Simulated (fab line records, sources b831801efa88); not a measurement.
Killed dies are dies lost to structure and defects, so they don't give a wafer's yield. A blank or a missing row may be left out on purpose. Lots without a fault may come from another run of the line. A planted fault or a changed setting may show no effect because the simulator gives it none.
Which tool did it? | flow sky130 | 7 lots, 21 wafers sampled, at 2 steps of a route of 708

WHAT THE GAUGES READ, wafer by wafer
SKY_CAPM_THK_MEAS_04: measures by xrf.
lot  | measured     | on            | CAPM_TIN_THK (nm)
L583 | day 37 20:01 | film_metro-04 | 198.2 198.8 197.7
L584 | day 37 23:04 | film_metro-01 | 200.7 201.1 202.2
L587 | day 38 23:36 | film_metro-03 | 199.1 199.9 198.5
L590 | day 40 08:09 | film_metro-01 | 199.6 198.9 198.4
L592 | day 40 13:31 | film_metro-04 | 198.4 198.7 198.0
L596 | day 41 16:08 | film_metro-04 | 201.4 201.8 197.9
L598 | day 42 05:35 | film_metro-04 | 201.0 200.3 201.4

WHICH TOOL RAN EACH LOT (tool, then ch and the chambers of the sampled wafers, then the start)
lot  | SKY_VIA2_SPUTTER_20
L583 | pvd_sputter-04, day 37 18:53
L584 | pvd_sputter-01, day 37 21:54
L587 | pvd_sputter-04, day 38 22:28
L590 | pvd_sputter-04, day 40 07:00
L592 | pvd_sputter-01, day 40 12:20
L596 | pvd_sputter-04, day 41 14:59
L598 | pvd_sputter-04, day 42 04:18
- SKY_VIA2_SPUTTER_20: material TiN, target thk 20 nm, time 80 s.

THE ANSWER, worked out from the rows above alone
Rule: what is usual is taken from the lots themselves. Put in order of their means at a reading, lots are off if they are a third of the lots or fewer, leave a main group of 4 or more, and stand apart from it by a gap of 3 or more times the standard deviation of the main group's means; of several such gaps the widest counts. A main group whose means are all the same, to the digits that the tables above print for the reading, isn't used. A lot without any number at a reading at which 4 lots or more have one is off too. The other lots that the step has rows for count as sound.
No lot is off at any reading shown: from this, nothing can be told.

WHAT THE SIMULATOR HAD PUT IN
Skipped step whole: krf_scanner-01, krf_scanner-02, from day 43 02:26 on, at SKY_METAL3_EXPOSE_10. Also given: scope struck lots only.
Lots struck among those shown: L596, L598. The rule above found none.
